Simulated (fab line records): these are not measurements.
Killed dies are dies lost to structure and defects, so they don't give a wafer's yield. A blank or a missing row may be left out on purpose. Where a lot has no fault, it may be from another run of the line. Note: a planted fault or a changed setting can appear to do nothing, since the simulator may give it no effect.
Split-lot trial + flow sky130 + on a route of 708 steps: 5 lots, 23 wafers read

ABOUT THE SPLIT
At SKY_METAL3_SPUTTER_01 (material TiN, target thk 20 nm, time 16.7 s), the setting time_s was moved away from the recipe's 16.7 s on 9 of the 23 wafers read, by -10.1% to +10.2%. All remaining wafers had this setting at the recipe value.

Reading taken at the split's own step.

THE READING
TiN_of_METAL3_SPUTTER_01.thk_nm (the simulator's own value, which no gauge read), in nm, at SKY_METAL3_SPUTTER_01 (material TiN, target thk 20 nm, time 16.7 s). The file does not state a usual value for it. Across the 14 wafers here that went through the recipe, the average is 19.97 nm and the standard deviation 0.17 nm.

| wafer  | tool, chamber at the split | time_s as run, s | against the recipe | TiN_of_METAL3_SPUTTER_01.thk_nm, nm | against lot-mates on the recipe |
|--------|----------------------------|------------------|--------------------|-------------------------------------|---------------------------------|
| L076.1 | pvd_sputter-02, -          | 16.7             | recipe             | 19.65                               | -                               |
| L076.3 | pvd_sputter-02, -          | 16.7             | recipe             | 20                                  | -                               |
| L076.4 | pvd_sputter-02, -          | 15.02            | -10.1%             | 17.97                               | -1.86                           |
| L076.5 | pvd_sputter-02, -          | 15.02            | -10.1%             | 18.13                               | -1.70                           |
| L076.6 | pvd_sputter-02, -          | 15.02            | -10.1%             | 17.45                               | -2.38                           |
| L077.1 | pvd_sputter-04, -          | 16.7             | recipe             | 19.71                               | -                               |
| L077.2 | pvd_sputter-04, -          | 16.7             | recipe             | 19.83                               | -                               |
| L077.3 | pvd_sputter-04, -          | 16.7             | recipe             | 20.05                               | -                               |
| L077.4 | pvd_sputter-04, -          | 16.7             | recipe             | 20.04                               | -                               |
| L077.5 | pvd_sputter-04, -          | 16.7             | recipe             | 19.88                               | -                               |
| L079.1 | pvd_sputter-01, -          | 16.7             | recipe             | 19.98                               | -                               |
| L079.2 | pvd_sputter-01, -          | 18.41            | +10.2%             | 21.97                               | +1.97                           |
| L079.3 | pvd_sputter-01, -          | 18.41            | +10.2%             | 21.99                               | +1.99                           |
| L079.5 | pvd_sputter-01, -          | 16.7             | recipe             | 20.01                               | -                               |
| L079.6 | pvd_sputter-01, -          | 18.41            | +10.2%             | 22.05                               | +2.05                           |
| L081.1 | pvd_sputter-04, -          | 16.7             | recipe             | 20.25                               | -                               |
| L081.2 | pvd_sputter-04, -          | 16.7             | recipe             | 19.94                               | -                               |
| L081.5 | pvd_sputter-04, -          | 16.7             | recipe             | 20.31                               | -                               |
| L084.2 | pvd_sputter-02, -          | 18.11            | +8.4%              | 21.57                               | +1.57                           |
| L084.3 | pvd_sputter-02, -          | 18.11            | +8.4%              | 21.96                               | +1.96                           |
| L084.4 | pvd_sputter-02, -          | 18.11            | +8.4%              | 21.35                               | +1.35                           |
| L084.5 | pvd_sputter-02, -          | 16.7             | recipe             | 20.06                               | -                               |
| L084.6 | pvd_sputter-02, -          | 16.7             | recipe             | 19.94                               | -                               |

FIT RESULTS
A straight line over all 23 wafers: TiN_of_METAL3_SPUTTER_01.thk_nm changes by +0.203 nm for each +1% of time_s; r = +0.99; the points scatter about the line by 0.21 nm.
The same after taking each lot's own level away (the mean of its wafers on the recipe; 23 wafers): +0.195 nm for each +1%; r = +0.99; scatter 0.18 nm.
According to that fit, moving time_s by its largest amount changes the reading by 2 nm.
From 19.825 to 20.167 nm: that is the span of the lots' own levels, equal to 2.0 times the standard deviation above.
The two slopes agree, so the slope changes little with the lot-to-lot level.
Check: with one of the wafers moved furthest among these (+10.2%) left out of the fit, the line predicts +2 nm for it against its lot-mates. It came out at +1.97 nm against them.

FURTHER SPLITS ON THESE WAFERS
Other splits were also applied to these wafers ahead of the reading. Each is held against what the fit with the lots' levels taken away leaves over:
| other split on the same wafers            | wafers away from the commonest value | r with TiN_of_METAL3_SPUTTER_01.thk_nm (lot level and that fit taken away) |
|-------------------------------------------|--------------------------------------|----------------------------------------------------------------------------|
| SKY_LI_CONTACT_CVD_21 temp_c              | 9                                    | +0.07                                                                      |
| SKY_CONTACT_CVD_24 pressure_torr          | 18                                   | +0.01                                                                      |
| SKY_METAL2_SPUTTER_02 power_w             | 9                                    | -0.23                                                                      |
| SKY_METAL2_SPUTTER_04 chamber_pressure_pa | 15                                   | +0.00                                                                      |
| SKY_METAL3_SPUTTER_00 power_w             | 8                                    | +0.16                                                                      |

FILE'S OWN FIT
TiN_of_METAL3_SPUTTER_01.thk_nm changes by +0.195 nm for each +1% of time_s, r = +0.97.
